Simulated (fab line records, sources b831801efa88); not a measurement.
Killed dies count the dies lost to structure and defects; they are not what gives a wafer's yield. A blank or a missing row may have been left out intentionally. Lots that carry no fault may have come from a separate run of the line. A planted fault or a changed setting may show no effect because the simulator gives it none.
fab line records | flow sfqLine
record lots=15 | wafers=45 | lastDay=93
route steps=325 shown I3@133 JJ@196 R5@222 I5@236
lots untouched by any fault: they come from a run of this same line in which no faults occurred
startH: hours from the record's first day to the start of the lot's first wafer shown | waitH: hours elapsed since this lot's preceding step | " as in the row above | L1.1+2: a row that stands for several wafers | - either no value or no given start | * or withheld: withheld | < > ~ a bound
route shown NAME@n: NAME is a module with steps in the file, n the number in the route of the first one | usual: mean and standard deviation over wafers with no fault | same: alike in all rows | chamber/n: place in a boat | sites: readings site by site | _std_site: how widely they spread, as a standard deviation | _edge_site: the outer-site mean with the inner-site mean subtracted | radiusMm: for every site, how far away it sits from the centre of the wafer | mask NAME#n: copy n | behind: the last tool/chamber to shape the wafer | hold: why the lot was held/for how many hours/how that ended | device: the n, p or np transistor that did not switch | end of line: the route-end tests of the same wafers | for a step that has no rows: nothing shown but its recipe | killed: the dies lost at the first sort to structure and to defects; this is not the yield of the wafer | map: a wafer's dies, x killed, . not, _ none there
set.NAME: the setting the step ran with; set.NAME@STEP: the setting that earlier step ran with | model.NAME: the simulator's own value behind a step, which no gauge read
a sample of lots followed through the steps of the route, with each step as a table and each wafer as a row
services: from which hour (startH, from the record's first day; less than 0 if before it) a tool's chamber was out of use, for how many hours, and why
## steps
# step SFQ_TRILAYER_I3_DEP_PECVD_081
# recipe material=SiO2 | tempC=150 | timeS=111.11 | pressureTorr=2.4 | rfW=183.3 | precursor=SiH4/N2O | targetThkNm=500
# usual heaterPowerW=86/11 | throttleValvePct=24.5/1.4
# same timeS=111.11
lot.wafer | tool     | chamber | startH  | waitH | heaterPowerW | throttleValvePct
L567.1    | pecvd-01 | 0       | 827.06  | 0.0   | 94           | 26.3
L567.3    | "        | 1       | "       | "     | 101          | 24.0
L567.4    | "        | 1       | "       | "     | 83           | 24.0
L572.1    | pecvd-02 | 0       | 982.33  | 0.0   | 101          | 25.5
L572.3    | "        | 2       | "       | "     | 67           | 24.2
L572.4    | "        | 1       | "       | "     | 66           | 26.2
L573.1    | pecvd-03 | 2       | 983.53  | 0.0   | 78           | 24.0
L573.2    | "        | 0       | "       | "     | 89           | 26.2
L573.5    | "        | 1       | "       | "     | 80           | 24.8
L574.1    | pecvd-03 | 2       | 1027.40 | 0.0   | 82           | 23.7
L574.4    | "        | 0       | "       | "     | 107          | 26.1
L574.5    | "        | 2       | "       | "     | 86           | 23.6
L575.2    | pecvd-03 | 2       | 1045.01 | 0.0   | 74           | 23.8
L575.3    | "        | 1       | "       | "     | 80           | 24.8
L575.4    | "        | 0       | "       | "     | 101          | 26.4
L576.2    | pecvd-02 | 1       | 1167.00 | 0.0   | 68           | 26.9
L576.3    | "        | 2       | "       | "     | 70           | 24.8
L576.5    | "        | 1       | "       | "     | 70           | 26.8
L577.3    | pecvd-03 | 1       | 1168.98 | 0.0   | 75           | 24.7
L577.4    | "        | 0       | "       | "     | 102          | 26.4
L577.5    | "        | 2       | "       | "     | 71           | 24.1
L582.3    | pecvd-03 | 1       | 1187.40 | 0.0   | 84           | 24.9
L582.4    | "        | 0       | "       | "     | 87           | 26.2
L582.5    | "        | 2       | "       | "     | 80           | 24.1
L583.4    | pecvd-03 | 0       | 1189.83 | 0.0   | 101          | 26.6
L583.5    | "        | 1       | "       | "     | 88           | 24.7
L583.6    | "        | 2       | "       | "     | 79           | 23.9
L584.2    | pecvd-01 | 2       | 1192.99 | 0.0   | 77           | 22.6
L584.3    | "        | 0       | "       | "     | 80           | 22.9
L584.4    | "        | 2       | "       | "     | 79           | 22.4
L585.4    | pecvd-03 | 2       | 1194.49 | 0.0   | 84           | 24.0
L585.5    | "        | 0       | "       | "     | 83           | 26.1
L585.6    | "        | 1       | "       | "     | 82           | 24.9
L586.2    | pecvd-01 | 0       | 1195.39 | 0.0   | 89           | 23.2
L586.4    | "        | 0       | "       | "     | 87           | 22.9
L586.5    | "        | 1       | "       | "     | 94           | 22.4
L587.1    | pecvd-03 | 1       | 1197.79 | 0.0   | 76           | 24.7
L587.2    | "        | 0       | "       | "     | 100          | 26.4
L587.3    | "        | 2       | "       | "     | 86           | 24.1
L588.1    | pecvd-01 | 2       | 1199.27 | 0.0   | 84           | 22.6
L588.3    | "        | 0       | "       | "     | 80           | 23.0
L588.6    | "        | 0       | "       | "     | 81           | 23.0
L589.1    | pecvd-02 | 0       | 1200.19 | 0.0   | 106          | 26.4
L589.3    | "        | 2       | "       | "     | 72           | 24.6
L589.4    | "        | 2       | "       | "     | 76           | 24.6
# step SFQ_TRILAYER_JJ_CE_STRIP_STRIP_120
# recipe gas=O2 | powerW=200 | platenTempC=40 | overashFraction=0.65 | chemistry=O2 | pressureMtorr=50
# usual drypumpMotorCurrentA=5.89/0.3 | oesProductAu=0.997/0.0073
lot.wafer | tool        | chamber | startH  | waitH | drypumpMotorCurrentA | oesProductAu | rfHoursCounterH
L567.1    | rieMetal-01 | 1       | 1222.86 | 0.0   | 5.92                 | 1.004        | 91
L567.3    | "           | 1       | "       | "     | 5.94                 | 0.998        | -
L567.4    | "           | 0       | "       | "     | 5.78                 | 0.987        | -
L572.1    | rieMetal-04 | 0       | 1301.16 | 0.0   | 5.67                 | 1.007        | 111
L572.3    | "           | 0       | "       | "     | 5.67                 | 0.998        | -
L572.4    | "           | 1       | "       | "     | 6.25                 | 1.001        | -
L573.1    | rieMetal-03 | 1       | 1303.63 | 0.0   | 6.30                 | 0.989        | 31
L573.2    | "           | 0       | "       | "     | 5.43                 | 0.990        | 71
L573.5    | "           | 0       | "       | "     | 5.46                 | 0.986        | -
L574.1    | rieMetal-01 | 1       | 1449.99 | 0.0   | 5.94                 | 0.998        | 120
L574.4    | "           | 1       | "       | "     | 5.94                 | 0.999        | -
L574.5    | "           | 1       | "       | "     | 5.93                 | 1.003        | -
L575.2    | rieMetal-01 | 0       | 1452.39 | 0.0   | 5.74                 | 1.002        | 46
L575.3    | "           | 1       | "       | "     | 5.94                 | 0.998        | -
L575.4    | "           | 0       | "       | "     | 5.77                 | 1.009        | -
L576.2    | rieMetal-03 | 1       | 1454.79 | 0.0   | 6.27                 | 0.996        | 54
L576.3    | "           | 1       | "       | "     | 6.30                 | 0.995        | -
L576.5    | "           | 0       | "       | "     | 5.44                 | 0.993        | -
L577.3    | rieMetal-01 | 0       | 1458.59 | 0.2   | 5.71                 | 0.996        | -
L577.4    | "           | 1       | "       | "     | 5.93                 | 0.988        | -
L577.5    | "           | 0       | "       | "     | 5.75                 | 1.002        | -
L582.3    | rieMetal-01 | 1       | 1473.06 | 0.3   | 5.94                 | 1.005        | -
L582.4    | "           | 0       | "       | "     | 5.74                 | 0.994        | -
L582.5    | "           | 1       | "       | "     | 5.92                 | 1.002        | -
L583.4    | rieMetal-04 | 0       | 1474.19 | 0.2   | 5.68                 | 0.989        | -
L583.5    | "           | 1       | "       | "     | 6.25                 | 1.003        | -
L583.6    | "           | 0       | "       | "     | 5.69                 | 0.987        | -
L584.2    | rieMetal-04 | 0       | 1476.46 | 0.0   | 5.67                 | 1.016        | 9
L584.3    | "           | 1       | "       | "     | 6.25                 | 1.008        | -
L584.4    | "           | 0       | "       | "     | 5.68                 | 1.003        | -
L585.4    | rieMetal-04 | 0       | 1477.92 | 0.2   | 5.67                 | 0.999        | -
L585.5    | "           | 1       | "       | "     | 6.26                 | 1.003        | -
L585.6    | "           | 0       | "       | "     | 5.66                 | 1.002        | -
L586.2    | rieMetal-03 | 1       | 1478.86 | 0.0   | 6.29                 | 0.984        | 58
L586.4    | "           | 0       | "       | "     | 5.45                 | 0.992        | -
L586.5    | "           | 1       | "       | "     | 6.29                 | 1.002        | -
L587.1    | rieMetal-03 | 1       | 1480.06 | 0.0   | 6.30                 | 0.991        | 58
L587.2    | "           | 0       | "       | "     | 5.47                 | 0.995        | 98
L587.3    | "           | 0       | "       | "     | 5.44                 | 0.988        | -
L588.1    | rieMetal-03 | 0       | 1481.25 | 0.0   | 5.47                 | 0.995        | 99
L588.3    | "           | 0       | "       | "     | 5.44                 | 0.998        | -
L588.6    | "           | 1       | "       | "     | 6.29                 | 0.995        | -
L589.1    | rieMetal-04 | 0       | 1483.09 | 0.0   | 5.69                 | 0.999        | 11
L589.3    | "           | 0       | "       | "     | 5.69                 | 0.992        | -
L589.4    | "           | 1       | "       | "     | 6.23                 | 1.008        | -
# step SFQ_TRILAYER_R5_LITHO_DEVELOP_138
# recipe timeS=60 | resist=KrF
# usual chillPlateTempC=22.98/0.12 | exhaustPa=45.0/0.81 | timeS=60/0
lot.wafer | tool          | chamber | startH  | waitH | chillPlateTempC | exhaustPa | timeS
L567.1    | lithoTrack-01 | 0       | 1478.87 | 0.1   | 22.89           | 45.9      | 60
L567.3    | "             | 0       | "       | "     | 22.98           | 45.3      | 60
L567.4    | "             | 0       | "       | "     | 22.95           | 45.2      | 60
L572.1    | lithoTrack-03 | 0       | 1554.34 | 0.1   | 23.08           | 44.0      | 60
L572.3    | "             | 0       | "       | "     | 22.96           | 44.9      | 60
L572.4    | "             | 0       | "       | "     | 22.89           | 44.6      | 60
L573.1    | lithoTrack-03 | 0       | 1559.14 | 0.1   | 22.99           | 45.0      | 60
L573.2    | "             | 0       | "       | "     | 22.90           | 45.5      | 60
L573.5    | "             | 0       | "       | "     | 22.87           | 45.5      | 60
L574.1    | lithoTrack-01 | 0       | 1572.64 | 0.1   | 23.04           | 44.9      | 60
L574.4    | "             | 0       | "       | "     | 23.08           | 45.2      | 60
L574.5    | "             | 0       | "       | "     | 23.03           | 44.5      | 60
L575.2    | lithoTrack-03 | -       | 1573.87 | 0.1   | -               | -         | -
L575.3    | "             | -       | "       | "     | -               | -         | -
L575.4    | "             | -       | "       | "     | -               | -         | -
L576.2    | lithoTrack-02 | -       | 1575.07 | 0.1   | -               | -         | -
L576.3    | "             | -       | "       | "     | -               | -         | -
L576.5    | "             | -       | "       | "     | -               | -         | -
L577.3    | lithoTrack-01 | -       | 1583.34 | 0.1   | -               | -         | -
L577.4    | "             | -       | "       | "     | -               | -         | -
L577.5    | "             | -       | "       | "     | -               | -         | -
L582.3    | lithoTrack-03 | 0       | 1605.31 | 0.1   | 23.00           | 45.5      | 60
L582.4    | "             | 0       | "       | "     | 23.02           | 44.8      | 60
L582.5    | "             | 0       | "       | "     | 22.96           | 45.3      | 60
L583.4    | lithoTrack-03 | 0       | 1606.53 | 0.1   | 23.16           | 45.4      | 60
L583.5    | "             | 0       | "       | "     | 23.13           | 45.0      | 60
L583.6    | "             | 0       | "       | "     | 23.06           | 44.8      | 60
L584.2    | lithoTrack-01 | 0       | 1694.83 | 0.1   | 23.02           | 45.3      | 60
L584.3    | "             | 0       | "       | "     | 23.16           | 43.9      | 60
L584.4    | "             | 0       | "       | "     | 22.99           | 44.5      | 60
L585.4    | lithoTrack-01 | 0       | 1697.28 | 0.1   | 23.08           | 43.8      | 60
L585.5    | "             | 0       | "       | "     | 22.77           | 44.1      | 60
L585.6    | "             | 0       | "       | "     | 22.79           | 43.7      | 60
L586.2    | lithoTrack-02 | 0       | 1699.63 | 0.1   | 22.95           | 45.3      | 60
L586.4    | "             | 0       | "       | "     | 22.98           | 45.7      | 60
L586.5    | "             | 0       | "       | "     | 23.02           | 46.1      | 60
L587.1    | lithoTrack-01 | 0       | 1700.81 | 0.1   | 22.89           | 45.0      | 60
L587.2    | "             | 0       | "       | "     | 22.92           | 44.8      | 60
L587.3    | "             | 0       | "       | "     | 22.92           | 45.7      | 60
L588.1    | lithoTrack-01 | 0       | 1702.01 | 0.1   | 22.77           | 46.1      | 60
L588.3    | "             | 0       | "       | "     | 22.76           | 44.4      | 60
L588.6    | "             | 0       | "       | "     | 22.85           | 45.6      | 60
L589.1    | lithoTrack-02 | 0       | 1704.41 | 0.1   | 22.73           | 45.4      | 60
L589.3    | "             | 0       | "       | "     | 22.77           | 44.7      | 60
L589.4    | "             | 0       | "       | "     | 22.81           | 44.8      | 60
# step SFQ_TRILAYER_I5_BARC_OPEN_VIA_ETCH_200
# recipe maskMaterial=PR | chemistry=O2 | targetDepthNm=125 | target=BARC | sourceW=500 | biasW=80 | pressureMtorr=30 | timeS=41.7
# usual drypumpMotorCurrentA=5.8/0.49 | oesProductAu=0.686/0.0045
# same timeS=41.7
lot.wafer | tool       | chamber | startH  | waitH | drypumpMotorCurrentA | oesProductAu | rfHoursCounterH
L567.1    | rieDiel-04 | 0       | 1487.69 | 0.0   | 5.9                  | 0.697        | 9
L567.3    | "          | 3       | "       | "     | 6.4                  | 0.686        | 13
L567.4    | "          | 3       | "       | "     | 6.4                  | 0.685        | -
L572.1    | rieDiel-04 | 0       | 1669.79 | 0.0   | 5.8                  | 0.689        | 11
L572.3    | "          | 2       | "       | "     | 5.4                  | 0.683        | -
L572.4    | "          | 0       | "       | "     | 5.8                  | 0.680        | -
L573.1    | rieDiel-01 | 1       | 1673.39 | 0.0   | 6.2                  | 0.679        | 18
L573.2    | "          | 3       | "       | "     | 6.6                  | 0.684        | 12
L573.5    | "          | 3       | "       | "     | 6.6                  | 0.691        | -
L574.1    | rieDiel-04 | 2       | 1680.59 | 0.0   | 5.4                  | 0.683        | 9
L574.4    | "          | 0       | "       | "     | 5.9                  | 0.690        | -
L574.5    | "          | 2       | "       | "     | 5.4                  | 0.688        | -
L575.2    | rieDiel-01 | 1       | 1681.79 | 0.0   | 6.2                  | 0.683        | 18
L575.3    | "          | 3       | "       | "     | 6.6                  | 0.686        | 12
L575.4    | "          | 2       | "       | "     | 5.2                  | 0.679        | 2
L576.2    | rieDiel-03 | 3       | 1684.19 | 0.0   | 4.9                  | 0.692        | 2
L576.3    | "          | 0       | "       | "     | 5.7                  | 0.687        | 15
L576.5    | "          | 1       | "       | "     | 5.7                  | 0.690        | -
L577.3    | rieDiel-04 | 2       | 1686.59 | 0.0   | 5.3                  | 0.681        | 9
L577.4    | "          | 0       | "       | "     | 5.8                  | 0.685        | -
L577.5    | "          | 2       | "       | "     | 5.3                  | 0.692        | -
L582.3    | rieDiel-04 | 2       | 1704.76 | 0.0   | 5.3                  | 0.688        | 10
L582.4    | "          | 3       | "       | "     | 6.4                  | 0.689        | -
L582.5    | "          | 2       | "       | "     | 5.3                  | 0.690        | -
L583.4    | rieDiel-01 | 0       | 1705.98 | 0.0   | 5.8                  | 0.689        | -
L583.5    | "          | 3       | "       | "     | 6.6                  | 0.692        | -
L583.6    | "          | 2       | "       | "     | 5.1                  | 0.689        | -
L584.2    | rieDiel-03 | 2       | 1794.99 | 0.0   | 6.3                  | 0.687        | 4
L584.3    | "          | 1       | "       | "     | 5.7                  | 0.686        | 12
L584.4    | "          | 0       | "       | "     | 5.7                  | 0.685        | 18
L585.4    | rieDiel-04 | 0       | 1796.21 | 0.0   | 5.8                  | 0.679        | -
L585.5    | "          | 2       | "       | "     | 5.4                  | 0.691        | -
L585.6    | "          | 1       | "       | "     | 5.7                  | 0.688        | -
L586.2    | rieDiel-01 | 1       | 1797.39 | 0.0   | 6.2                  | 0.689        | 20
L586.4    | "          | 0       | "       | "     | 5.8                  | 0.687        | 7
L586.5    | "          | 1       | "       | "     | 6.2                  | 0.684        | -
L587.1    | rieDiel-03 | 2       | 1799.79 | 0.0   | 6.3                  | 0.685        | 4
L587.2    | "          | 0       | "       | "     | 5.7                  | 0.683        | 18
L587.3    | "          | 1       | "       | "     | 5.7                  | 0.685        | 12
L588.1    | rieDiel-01 | 2       | 1802.19 | 0.0   | 5.1                  | 0.686        | 4
L588.3    | "          | 3       | "       | "     | 6.6                  | 0.685        | 14
L588.6    | "          | 3       | "       | "     | 6.6                  | 0.688        | -
L589.1    | rieDiel-04 | 2       | 1805.79 | 0.0   | 5.4                  | 0.684        | 12
L589.3    | "          | 2       | "       | "     | 5.4                  | 0.680        | -
L589.4    | "          | 0       | "       | "     | 5.8                  | 0.681        | -
## services
tool       | chamber | startH  | hours | kind
pecvd-03   | 0       | 839.21  | 4.6   | repair
rieDiel-04 | 0       | 873.06  | 1.5   | repair
rieDiel-04 | 2       | 886.74  | 3.8   | repair
rieDiel-04 | -       | 1028.60 | 14.6  | pm
pecvd-03   | 2       | 1118.85 | 4.0   | repair
rieDiel-04 | 2       | 1162.53 | 9.2   | repair
rieDiel-04 | 1       | 1179.64 | 4.7   | repair
rieDiel-04 | 3       | 1232.93 | 3.7   | repair
pecvd-03   | -       | 1316.75 | 14.0  | pm
pecvd-03   | 1       | 1344.62 | 4.3   | repair
pecvd-03   | 1       | 1381.59 | 13.6  | repair
pecvd-03   | -       | 1391.56 | 0.6   | repair
rieDiel-04 | -       | 1446.15 | 0.2   | repair
pecvd-03   | -       | 1456.91 | 2.8   | pm
rieDiel-04 | 1       | 1474.92 | 14.7  | repair
pecvd-03   | 0       | 1476.05 | 15.8  | repair
rieDiel-04 | 2       | 1523.78 | 4.5   | repair
rieDiel-04 | -       | 1569.58 | 0.8   | repair
rieDiel-04 | 1       | 1574.95 | 1.5   | repair
pecvd-03   | 1       | 1619.08 | 22.5  | repair
rieDiel-04 | 3       | 1621.63 | 6.7   | repair
rieDiel-04 | -       | 1628.09 | 1.4   | repair
rieDiel-04 | -       | 1634.67 | 0.7   | repair
pecvd-03   | 0       | 1802.44 | 3.4   | repair
## key
firstSign step=SFQ_TRILAYER_R5_LITHO_DEVELOP_138 | reading=toolRecord | direction=missing
effect none on later readings
metAt SFQ_TRILAYER_R5_LITHO_DEVELOP_138
struckLots L575,L576,L577
notActingAt SFQ_TRILAYER_I3_DEP_PECVD_081,SFQ_TRILAYER_JJ_CE_STRIP_STRIP_120,SFQ_TRILAYER_I5_BARC_OPEN_VIA_ETCH_200
onsetBetween 1572.64 1573.87
fault kind=skippedStepWhole | tool=lithoTrack-01,lithoTrack-02,lithoTrack-03 | chamber=- | onsetH=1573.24 | steps=SFQ_TRILAYER_R5_LITHO_DEVELOP_138 | scope=struckLotsOnly
